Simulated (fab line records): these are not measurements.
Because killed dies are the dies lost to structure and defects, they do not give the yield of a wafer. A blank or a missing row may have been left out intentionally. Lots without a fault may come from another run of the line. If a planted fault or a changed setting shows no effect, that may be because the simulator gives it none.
Chamber matching || flow sky130 || cmp-02 running SKY_CONTACT_CMP_04: 4 sister chambers
The step polishes SiO2. 30 wafers are shown with their chamber, then 12 later ones without.

## WAFERS PAIRED WITH THEIR CHAMBERS
{"wafer": "L075.4", "chamber": 0, "motor-current-A (A)": 13.2, "time-to-endpoint-s (s)": 86}
{"wafer": "L075.5", "chamber": 2, "motor-current-A (A)": 9.9, "time-to-endpoint-s (s)": 81}
{"wafer": "L075.6", "chamber": 3, "motor-current-A (A)": 11.6, "time-to-endpoint-s (s)": 82}
{"wafer": "L077.2", "chamber": 0, "motor-current-A (A)": 13.6, "time-to-endpoint-s (s)": 90}
{"wafer": "L077.3", "chamber": 2, "motor-current-A (A)": 9.6, "time-to-endpoint-s (s)": 85}
{"wafer": "L077.6", "chamber": 2, "motor-current-A (A)": 9.8, "time-to-endpoint-s (s)": 85}
{"wafer": "L078.1", "chamber": 2, "motor-current-A (A)": 9.5, "time-to-endpoint-s (s)": 87}
{"wafer": "L078.2", "chamber": 3, "motor-current-A (A)": 11.3, "time-to-endpoint-s (s)": 82}
{"wafer": "L078.3", "chamber": 0, "motor-current-A (A)": 13.5, "time-to-endpoint-s (s)": 85}
{"wafer": "L079.3", "chamber": 0, "motor-current-A (A)": 13.4, "time-to-endpoint-s (s)": 88}
{"wafer": "L079.4", "chamber": 3, "motor-current-A (A)": 11.1, "time-to-endpoint-s (s)": 82}
{"wafer": "L079.6", "chamber": 3, "motor-current-A (A)": 10.8, "time-to-endpoint-s (s)": 84}
{"wafer": "L079.1", "chamber": 1, "motor-current-A (A)": 10.8, "time-to-endpoint-s (s)": 84}
{"wafer": "L079.2", "chamber": 2, "motor-current-A (A)": 10.0, "time-to-endpoint-s (s)": 84}
{"wafer": "L079.5", "chamber": 0, "motor-current-A (A)": 13.7, "time-to-endpoint-s (s)": 88}
{"wafer": "L081.1", "chamber": 2, "motor-current-A (A)": 9.6, "time-to-endpoint-s (s)": 92}
{"wafer": "L081.5", "chamber": 1, "motor-current-A (A)": 11.5, "time-to-endpoint-s (s)": 87}
{"wafer": "L081.6", "chamber": 2, "motor-current-A (A)": 9.7, "time-to-endpoint-s (s)": 88}
{"wafer": "L084.3", "chamber": 3, "motor-current-A (A)": 10.8, "time-to-endpoint-s (s)": 82}
{"wafer": "L084.5", "chamber": 1, "motor-current-A (A)": 11.1, "time-to-endpoint-s (s)": 81}
{"wafer": "L084.6", "chamber": 2, "motor-current-A (A)": 9.6, "time-to-endpoint-s (s)": 87}
{"wafer": "L083.1", "chamber": 2, "motor-current-A (A)": 10.1, "time-to-endpoint-s (s)": 90}
{"wafer": "L083.3", "chamber": 1, "motor-current-A (A)": 11.2, "time-to-endpoint-s (s)": 81}
{"wafer": "L083.5", "chamber": 2, "motor-current-A (A)": 9.8, "time-to-endpoint-s (s)": 87}
{"wafer": "L083.2", "chamber": 3, "motor-current-A (A)": 11.1, "time-to-endpoint-s (s)": 81}
{"wafer": "L083.4", "chamber": 0, "motor-current-A (A)": 13.4, "time-to-endpoint-s (s)": 87}
{"wafer": "L083.6", "chamber": 3, "motor-current-A (A)": 11.6, "time-to-endpoint-s (s)": 83}
{"wafer": "L086.1", "chamber": 1, "motor-current-A (A)": 10.9, "time-to-endpoint-s (s)": 82}
{"wafer": "L086.3", "chamber": 0, "motor-current-A (A)": 13.0, "time-to-endpoint-s (s)": 84}
{"wafer": "L086.4", "chamber": 3, "motor-current-A (A)": 11.0, "time-to-endpoint-s (s)": 80}

SIGNATURES (averages over the wafers above)
{"reading": "motor-current-A", "chamber 0": 13.400, "chamber 1": 11.100, "chamber 2": 9.760, "chamber 3": 11.162, "scatter within a chamber": 0.254}
{"reading": "time-to-endpoint-s", "chamber 0": 86.86, "chamber 1": 83.00, "chamber 2": 86.60, "chamber 3": 82.00, "scatter within a chamber": 2.38}
Rule: a wafer's distance from a chamber is the root of the sum, over the readings, of the square of ((its reading less the chamber's mean) divided by the reading's scatter). If the next closest chamber is less than 2 further off than the closest, the wafer can't be placed; otherwise it belongs to the closest. The scatter is the square root of a quotient: the sum, over the shown wafers, of each reading's squared deviation from its chamber's mean, divided by wafers minus chambers.

## WAFERS MISSING THEIR CHAMBER
{"wafer": "L086.2", "motor-current-A (A)": 9.8, "time-to-endpoint-s (s)": 82}
{"wafer": "L086.5", "motor-current-A (A)": 10.2, "time-to-endpoint-s (s)": 86}
{"wafer": "L086.6", "motor-current-A (A)": 11.0, "time-to-endpoint-s (s)": 87}
{"wafer": "L087.3", "motor-current-A (A)": 10.3, "time-to-endpoint-s (s)": 91}
{"wafer": "L087.4", "motor-current-A (A)": 11.5, "time-to-endpoint-s (s)": 86}
{"wafer": "L087.6", "motor-current-A (A)": 11.7, "time-to-endpoint-s (s)": 85}
{"wafer": "L088.1", "motor-current-A (A)": 10.1, "time-to-endpoint-s (s)": 82}
{"wafer": "L088.2", "motor-current-A (A)": 11.6, "time-to-endpoint-s (s)": 83}
{"wafer": "L088.4", "motor-current-A (A)": 13.5, "time-to-endpoint-s (s)": 87}
{"wafer": "L094.3", "motor-current-A (A)": 9.4, "time-to-endpoint-s (s)": 84}
{"wafer": "L094.4", "motor-current-A (A)": 13.7, "time-to-endpoint-s (s)": 83}
{"wafer": "L094.5", "motor-current-A (A)": 9.9, "time-to-endpoint-s (s)": 80}

## WHICH CHAMBER EACH WENT THROUGH
{"wafer": "L086.2", "from the rows above": 2, "in truth": 2}
{"wafer": "L086.5", "from the rows above": 2, "in truth": 2}
{"wafer": "L086.6", "from the rows above": "can't be placed: 1 or 3", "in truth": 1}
{"wafer": "L087.3", "from the rows above": "can't be placed: 2 or 1", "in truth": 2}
{"wafer": "L087.4", "from the rows above": "can't be placed: 1 or 3", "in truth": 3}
{"wafer": "L087.6", "from the rows above": "can't be placed: 3 or 1", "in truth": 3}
{"wafer": "L088.1", "from the rows above": "can't be placed: 2 or 1 or 3", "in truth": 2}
{"wafer": "L088.2", "from the rows above": "can't be placed: 3 or 1", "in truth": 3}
{"wafer": "L088.4", "from the rows above": 0, "in truth": 0}
{"wafer": "L094.3", "from the rows above": 2, "in truth": 2}
{"wafer": "L094.4", "from the rows above": 0, "in truth": 0}
{"wafer": "L094.5", "from the rows above": 2, "in truth": 2}
Correct placement for 6 of the 12. From these rows, 6 cannot be placed; in 6 the true chamber is one of the candidates. Wrongly placed: 0.
